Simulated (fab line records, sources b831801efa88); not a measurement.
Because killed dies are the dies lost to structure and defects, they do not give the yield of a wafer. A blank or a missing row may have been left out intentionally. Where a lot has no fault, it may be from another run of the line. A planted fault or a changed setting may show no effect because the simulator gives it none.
Matching of chambers | flow sky130 | cmp-01 running SKY_VIA1_CMP_24: 4 sister chambers
The step polishes, stops on SiO2, t overpolish 15 s, target thk 0 nm. 8 wafers are shown with their chamber, then 9 later ones without.

== EACH WAFER AND ITS CHAMBER ==
wafer  | chamber | motor_current_A (A) | time_to_endpoint_s (s)
L757.4 | 3       | 9.9                 | 66
L759.4 | 1       | 10.4                | 64
L763.5 | 3       | 10.0                | 60
L764.1 | 0       | 12.0                | 70
L764.6 | 2       | 11.6                | 63
L770.2 | 0       | 12.3                | 68
L770.5 | 1       | 11.1                | 65
L770.6 | 2       | 12.8                | 63

== WAFERS MISSING THEIR CHAMBER ==
wafer  | motor_current_A (A) | time_to_endpoint_s (s)
L771.1 | 12.4                | 66
L771.4 | 10.7                | 64
L771.6 | 12.7                | 67
L773.3 | 12.5                | 66
L773.4 | 12.2                | 60
L773.5 | 10.2                | 63
L774.1 | 10.6                | 66
L774.2 | 10.6                | 61
L774.3 | 12.1                | 60

== EACH ONE'S CHAMBER ==
wafer  | from the rows above          | in truth
L771.1 | can't be placed: 2 or 0 or 1 | 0
L771.4 | can't be placed: 1 or 3      | 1
L771.6 | can't be placed: 0 or 2      | 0
L773.3 | can't be placed: 2 or 0      | 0
L773.4 | 2                            | 2
L773.5 | can't be placed: 3 or 1      | 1
L774.1 | can't be placed: 1 or 3      | 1
L774.2 | can't be placed: 3 or 1 or 2 | 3
L774.3 | can't be placed: 2 or 1      | 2
Correctly placed: 1 of 9. From these rows, 8 cannot be placed; in 8 the true chamber is one of the candidates. Placed wrongly: 0.
How it was worked out, from the rows above alone: a wafer's distance from a chamber is the root of the sum, over the readings, of the square of ((its reading less the chamber's mean) divided by the reading's scatter). The wafer belongs to the nearest chamber; if the next one is less than 2 further off, it can't be placed. Each chamber's mean is taken over the wafers shown for it. The scatter: the root of (the sum of the squares of (reading less its chamber's mean) over the shown wafers, divided by (wafers less chambers)).
